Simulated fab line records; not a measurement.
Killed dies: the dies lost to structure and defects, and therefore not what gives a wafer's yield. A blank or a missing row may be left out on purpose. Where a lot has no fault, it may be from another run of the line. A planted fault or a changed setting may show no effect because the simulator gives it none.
Which tool is to blame? -- flow gf180mcu -- 13 lots, 39 wafers sampled, at 5 steps of a route of 602

WHAT THE GAUGES READ, wafer by wafer
GF_NWELL_OVL_MEAS_07.
lot,measured,on,NWELL_OVL (nm)
L874,day 3 18:44,overlay-02,-0.3 1.2 0.0
L875,day 3 22:26,overlay-02,-1.3 1.9 -0.2
L876,day 4 04:32,overlay-02,2.8 2.1 1.2
L880,day 5 02:30,overlay-01,- - -
L884,day 6 01:44,overlay-02,-0.6 1.0 -1.6
L885,day 6 04:47,overlay-01,0.5 -0.7 0.9
L887,day 6 17:50,overlay-01,1.3 1.4 0.2
L890,day 7 08:59,overlay-02,0.1 2.3 0.6
L891,day 7 15:44,overlay-02,-0.9 -0.4 0.1
L892,day 7 23:29,overlay-02,0.4 -0.4 1.1
L893,day 8 03:44,overlay-01,3.7 4.6 3.4
L894,day 8 08:29,overlay-01,2.5 1.5 0.7
L895,day 8 12:41,overlay-01,-0.1 -0.9 -2.5

GF_NWELL_TW_MEAS_11.
lot,measured,on,NWELL_TW
L874,day 3 19:10,filmMetro-04,1553 1555 1564
L875,day 3 22:52,filmMetro-04,1560 1559 1565
L876,day 4 04:58,filmMetro-03,1553 1545 1551
L880,day 5 02:57,filmMetro-01,30 30 30
L884,day 6 02:10,filmMetro-03,1551 1562 1545
L885,day 6 05:13,filmMetro-03,1549 1556 1559
L887,day 6 18:16,filmMetro-01,1582 1582 1582
L890,day 7 09:26,filmMetro-03,1550 1557 1549
L891,day 7 16:10,filmMetro-01,1572 1579 1579
L892,day 7 23:55,filmMetro-04,1547 1551 1546
L893,day 8 04:11,filmMetro-04,1554 1552 1547
L894,day 8 08:55,filmMetro-04,1552 1547 1557
L895,day 8 13:07,filmMetro-04,1553 1547 1552

GF_HV_LDD_CD_MEAS_07: target cd 400 nm.
lot,measured,on,cdNm (nm)
L874,day 10 12:08,cdSem-01,399.4 402.2 401.2
L875,day 10 19:32,cdSem-01,404.4 403.1 402.2
L876,day 11 02:53,cdSem-02,400.9 404.0 399.8
L880,day 12 10:15,cdSem-02,396.1 396.9 396.5
L884,day 13 17:14,cdSem-02,397.7 397.3 399.4
L885,day 13 23:53,cdSem-02,395.6 396.7 397.8
L887,day 14 15:14,cdSem-02,400.3 401.4 401.4
L890,day 15 10:30,cdSem-02,398.8 399.8 399.6
L891,day 15 21:44,cdSem-02,397.0 398.4 398.0
L892,day 16 05:35,cdSem-02,395.6 396.1 399.0
L893,day 16 13:34,cdSem-01,399.8 399.0 399.2
L894,day 16 21:17,cdSem-02,396.3 397.9 396.9
L895,day 17 00:32,cdSem-02,398.7 398.4 401.8

GF_SAB_OVL_MEAS_10.
lot,measured,on,SAB_OVL (nm)
L874,day 15 18:23,overlay-01,-0.7 0.5 -0.1
L875,day 16 02:47,overlay-01,-1.1 -0.6 0.5
L876,day 16 11:20,overlay-02,-0.5 0.2 1.2
L880,day 18 02:22,overlay-01,-1.1 -1.8 -0.6
L884,day 19 13:47,overlay-02,-0.5 2.4 2.2
L885,day 19 21:14,overlay-01,0.7 -0.4 -0.3
L887,day 20 16:14,overlay-02,-1.2 -0.7 -1.0
L890,day 21 14:15,overlay-02,1.3 -1.2 -1.8
L891,day 22 00:41,overlay-02,-1.7 -1.8 -2.5
L892,day 22 08:21,overlay-02,-0.5 -0.4 0.8
L893,day 22 14:13,overlay-01,1.0 1.3 0.2
L894,day 23 00:28,overlay-02,0.4 -0.8 -1.4
L895,day 23 06:55,overlay-02,-1.7 -1.6 0.4

WHAT TOOL EACH LOT RAN ON (gives the tool, then ch and the chambers of the sampled wafers, and finally the start)
lot,GF_NWELL_EXPOSE_04
L874,"ilineStepper-02 ch 0, day 3 12:15"
L875,"ilineStepper-01 ch 0, day 3 16:37"
L876,"ilineStepper-02 ch 0, day 3 22:18"
L880,"ilineStepper-02 ch 0, day 4 19:26"
L884,"ilineStepper-02 ch 0, day 5 18:45"
L885,"ilineStepper-02 ch 0, day 5 21:26"
L887,"ilineStepper-01 ch 0, day 6 10:45"
L890,"ilineStepper-02 ch 0, day 7 01:29"
L891,"ilineStepper-02 ch 0, day 7 08:20"
L892,"ilineStepper-01 ch 0, day 7 15:28"
L893,"ilineStepper-01 ch 0, day 7 19:53"
L894,"ilineStepper-02 ch 0, day 8 00:20"
L895,"ilineStepper-02 ch 0, day 8 04:22"
- GF_NWELL_EXPOSE_04: exposes mask Nwell, target cd 860 nm.

WHAT THE TOOLS THEMSELVES READ (means of the sampled wafers that have a number; where no wafer has one, the mark that the record gives instead)
The record holds no such reading with a usual standard deviation.

THE ANSWER, worked out from the rows above alone
Rule: the lots themselves supply what counts as usual. Put in order of their means at a reading, lots are off if they are a third of the lots or fewer, leave a main group of 4 or more, and stand apart from it by a gap of 3 or more times the standard deviation of the main group's means; of several such gaps the widest counts. If all means in a main group match to the digits the tables above print for the reading, that group is not used. A lot without any number at a reading at which 4 lots or more have one is off too. Any other lot the step has rows for is counted as sound. After the gauges, taken in route order, come the tools' own readings; for these a lot's mean is taken, as printed above. The first step at which some lot is off is used, and at that step the reading that is off furthest; a lot without a number counts as furthest.
Off: L880, seen at GF_NWELL_OVL_MEAS_07 (NWELL_OVL). Without a number there: L880. For the main group the mean is 0.7 nm and the standard deviation 1.3.
If a tool, at a process step before that reading, ran all the lots that are off and no sound lot after the first of them, it fits. The gauges at GF_NWELL_OVL_MEAS_07 aren't tried: what is off there is off at GF_NWELL_TW_MEAS_11 too, on other tools, and a gauge's error can't cause that. None of those tried fits.

WHAT THE SIMULATOR PUT IN
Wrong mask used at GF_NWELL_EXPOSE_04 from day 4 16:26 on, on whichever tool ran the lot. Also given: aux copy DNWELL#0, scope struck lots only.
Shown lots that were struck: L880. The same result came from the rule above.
